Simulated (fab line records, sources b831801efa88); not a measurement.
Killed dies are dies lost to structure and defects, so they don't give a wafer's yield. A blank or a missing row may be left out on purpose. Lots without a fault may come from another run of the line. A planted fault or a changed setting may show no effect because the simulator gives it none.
Which tool did it? | flow gf180mcu | 13 lots, 39 wafers sampled, at 5 steps of a route of 602

WHAT THE GAUGES READ, wafer by wafer
GF_HV_LDD_OVL_MEAS_08.
lot  | measured     | on         | HV_LDD_OVL (nm)
L244 | day 9 23:58  | overlay-01 | -0.5 -0.9 -0.7
L245 | day 10 08:23 | overlay-01 | -0.4 -1.1 2.3
L248 | day 11 05:47 | overlay-02 | 0.9 3.7 0.1
L249 | day 11 12:02 | overlay-01 | 2.7 0.2 0.4
L250 | day 12 01:14 | overlay-01 | 0.2 -0.4 -0.4
L251 | day 12 13:27 | overlay-02 | -0.3 -1.0 -0.9
L256 | day 13 15:55 | overlay-02 | 1.1 -1.6 2.3
L257 | day 14 04:19 | overlay-01 | 1.2 -0.6 2.1
L263 | day 15 23:38 | overlay-02 | 0.5 1.3 1.1
L264 | day 16 13:16 | overlay-01 | 0.9 0.7 -2.2
L265 | day 16 13:44 | overlay-01 | 0.1 -0.7 0.4
L266 | day 16 22:30 | overlay-02 | -1.2 -0.3 1.5
L267 | day 17 05:23 | overlay-02 | -2.0 -1.2 -1.5

GF_HV_LDD_OVL_MEAS_47.
lot  | measured     | on         | HV_LDD_03_OVL (nm)
L244 | day 12 09:09 | overlay-02 | 1.5 0.4 1.8
L245 | day 12 19:13 | overlay-01 | -1.0 1.1 1.5
L248 | day 13 17:07 | overlay-02 | 4.0 3.1 2.1
L249 | day 14 01:06 | overlay-02 | -0.4 2.2 0.8
L250 | day 14 14:45 | overlay-01 | 0.3 1.9 -1.1
L251 | day 15 04:41 | overlay-02 | 2.4 2.2 0.0
L256 | day 16 08:51 | overlay-02 | 2.3 1.0 2.5
L257 | day 16 21:17 | overlay-01 | 0.4 0.4 0.1
L263 | day 18 21:14 | overlay-01 | 2.1 0.9 2.3
L264 | day 19 12:15 | overlay-02 | -0.4 0.8 0.4
L265 | day 19 12:41 | overlay-01 | -1.6 -1.3 -1.6
L266 | day 19 22:50 | overlay-01 | 0.4 0.9 0.0
L267 | day 20 06:05 | overlay-01 | -0.6 -0.4 -0.4

GF_HV_LDD_TW_MEAS_50.
lot  | measured     | on            | HV_LDD_4_TW
L244 | day 12 09:26 | film_metro-03 | 576 580 579
L245 | day 12 19:30 | film_metro-01 | 567 570 569
L248 | day 13 17:25 | film_metro-03 | 574 577 574
L249 | day 14 01:23 | film_metro-01 | 562 566 566
L250 | day 14 15:02 | film_metro-01 | 564 561 565
L251 | day 15 04:59 | film_metro-01 | 565 564 563
L256 | day 16 09:08 | film_metro-01 | 533 529 533
L257 | day 16 21:34 | film_metro-01 | 533 529 529
L263 | day 18 21:32 | film_metro-03 | 573 573 570
L264 | day 19 12:32 | film_metro-03 | 572 572 573
L265 | day 19 12:58 | film_metro-03 | 573 573 571
L266 | day 19 23:08 | film_metro-03 | 570 569 568
L267 | day 20 06:23 | film_metro-03 | 576 576 573

WHICH TOOL RAN EACH LOT (tool, then ch and the chambers of the sampled wafers, then the start)
lot  | GF_POLY_GATE_ETCH_12               | GF_HV_LDD_IMPLANT_48
L244 | rie_diel-01 ch 1,2,3, day 9 05:02  | implanter-01 ch 0, day 12 09:11
L245 | rie_diel-04 ch 0,2,3, day 9 12:20  | implanter-04 ch 0, day 12 19:15
L248 | rie_diel-04 ch 1,2,3, day 10 09:59 | implanter-01 ch 0, day 13 17:10
L249 | rie_diel-02 ch 0,1,2, day 10 15:32 | implanter-01 ch 0, day 14 01:08
L250 | rie_diel-02 ch 1,2,3, day 11 04:35 | implanter-03 ch 0, day 14 14:47
L251 | rie_diel-04 ch 0,2,3, day 11 16:47 | implanter-04 ch 0, day 15 04:45
L256 | rie_diel-01 ch 0,2,3, day 12 18:25 | implanter-03 ch 0, day 16 08:55
L257 | rie_diel-02 ch 0,1,3, day 13 04:25 | implanter-03 ch 0, day 16 21:19
L263 | rie_diel-01 ch 1,2,3, day 15 00:52 | implanter-04 ch 0, day 18 21:17
L264 | rie_diel-01 ch 0,2,3, day 15 11:32 | implanter-03 ch 0, day 19 12:18
L265 | rie_diel-01 ch 1,2,3, day 15 14:05 | implanter-04 ch 0, day 19 12:43
L266 | rie_diel-01 ch 0,2,3, day 15 18:25 | implanter-03 ch 0, day 19 22:55
L267 | rie_diel-01 ch 0,1, day 16 04:13   | implanter-03 ch 0, day 20 06:08
- GF_POLY_GATE_ETCH_12: etches BARC in N2/H2.
- GF_HV_LDD_IMPLANT_48

WHAT THE TOOLS THEMSELVES READ (means of the sampled wafers that have a number; where no wafer has one, the mark that the record gives instead)
GF_POLY_GATE_ETCH_12.
lot  | tool        | drypump_motor_current_A (A) | h2_flow_sccm (sccm) | oes_product_au (a.u.) | throttle_valve_pct (%)
L244 | rie_diel-01 | 5.2                         | 200.1               | 0.734                 | 13.213
L245 | rie_diel-04 | 6.0                         | 200.0               | 0.736                 | 13.215
L248 | rie_diel-04 | 6.2                         | 199.7               | 0.730                 | 13.215
L249 | rie_diel-02 | 5.9                         | 200.2               | 0.732                 | 13.216
L250 | rie_diel-02 | 5.7                         | 199.8               | 0.734                 | 13.220
L251 | rie_diel-04 | 6.0                         | 199.5               | 0.738                 | 13.223
L256 | rie_diel-01 | 5.4                         | 200.2               | 0.732                 | 13.218
L257 | rie_diel-02 | 5.9                         | 200.1               | 0.730                 | 13.215
L263 | rie_diel-01 | 5.2                         | 200.0               | 0.733                 | 13.203
L264 | rie_diel-01 | 5.4                         | 200.0               | 0.734                 | 13.210
L265 | rie_diel-01 | 5.2                         | 199.8               | 0.741                 | 13.210
L266 | rie_diel-01 | 5.4                         | 200.2               | 0.735                 | 13.217
L267 | rie_diel-01 | 5.2                         | 200.3               | 0.733                 | 13.219

GF_HV_LDD_IMPLANT_48.
lot  | tool         | beam_on_s (s) | faraday_current_uA
L244 | implanter-01 | 9.90          | 171
L245 | implanter-04 | 10.13         | 167
L248 | implanter-01 | 10.05         | 168
L249 | implanter-01 | 9.92          | 171
L250 | implanter-03 | 9.93          | 171
L251 | implanter-04 | 9.85          | 172
L256 | implanter-03 | 7.93          | 214
L257 | implanter-03 | 7.90          | 214
L263 | implanter-04 | 10.17         | 167
L264 | implanter-03 | 9.91          | 171
L265 | implanter-04 | 10.09         | 168
L266 | implanter-03 | 9.88          | 170
L267 | implanter-03 | 10.09         | 168

THE ANSWER, worked out from the rows above alone
Rule: what is usual is taken from the lots themselves. Put in order of their means at a reading, lots are off if they are a third of the lots or fewer, leave a main group of 4 or more, and stand apart from it by a gap of 3 or more times the standard deviation of the main group's means; of several such gaps the widest counts. A main group whose means are all the same, to the digits that the tables above print for the reading, isn't used. A lot without any number at a reading at which 4 lots or more have one is off too. The other lots that the step has rows for count as sound. The gauges are gone through in route order, then the tools' own readings, and for those a lot's mean is taken as printed above. The first step at which some lot is off is used, and at that step the reading that is off furthest; a lot without a number counts as furthest.
Off: L256, L257, at GF_HV_LDD_TW_MEAS_50 (HV_LDD_4_TW). The main group: mean 570, standard deviation 4.7.
A tool fits if, at a process step before that reading, it ran every lot that is off, and no sound lot after the first of them. The gauges at GF_HV_LDD_TW_MEAS_50 aren't tried: what is off there is off at GF_HV_LDD_IMPLANT_48 too, on other tools, and a gauge's error can't cause that. None of those tried fits.

WHAT THE SIMULATOR HAD PUT IN
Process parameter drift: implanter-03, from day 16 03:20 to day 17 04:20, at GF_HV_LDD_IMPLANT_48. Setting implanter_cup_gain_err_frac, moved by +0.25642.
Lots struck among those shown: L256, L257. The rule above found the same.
